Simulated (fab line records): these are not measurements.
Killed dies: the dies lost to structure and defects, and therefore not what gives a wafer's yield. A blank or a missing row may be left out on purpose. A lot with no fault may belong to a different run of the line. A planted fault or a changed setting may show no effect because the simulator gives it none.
Chamber matching -- flow gf180mcu -- pecvd-01 running GF_CONTACT_CVD_02: 3 sister chambers
The step deposits SiO2 from TEOS, target thk 860 nm, time 95.992 s. 3 wafers are shown with their chamber, then 7 later ones without.

## EACH WAFER AND ITS CHAMBER
wafer,chamber,heater power w (W)
L691.5,1,656
L692.1,0,710
L692.5,2,641

## WAFERS WITH NO CHAMBER GIVEN
wafer,heater power w (W)
L692.6,742
L693.1,616
L693.3,694
L693.5,641
L699.1,604
L699.4,585
L699.6,636

## THE CHAMBER EACH PASSED THROUGH
wafer,from the rows above,in truth
L692.6,can't be placed: 0 or 1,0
L693.1,can't be placed: 2 or 1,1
L693.3,can't be placed: 0 or 1 or 2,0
L693.5,can't be placed: 2 or 1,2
L699.1,can't be placed: 2 or 1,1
L699.4,can't be placed: 2 or 1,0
L699.6,can't be placed: 2 or 1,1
Placed correctly: 0 of 7. These rows do not allow placing 7 (true chamber among the candidates in 6). Wrongly placed: 0.
How it was worked out, from the rows above alone: a wafer's distance from a chamber is the root of the sum, over the readings, of the square of ((its reading less the chamber's mean) divided by the reading's scatter). The wafer belongs to the nearest chamber; if the next one is less than 2 further off, it can't be placed. Each chamber's mean is taken over the wafers shown for it. The scatter: with one shown wafer a chamber, the root of the mean of the squares of how far each hidden wafer lies from its nearest shown one.
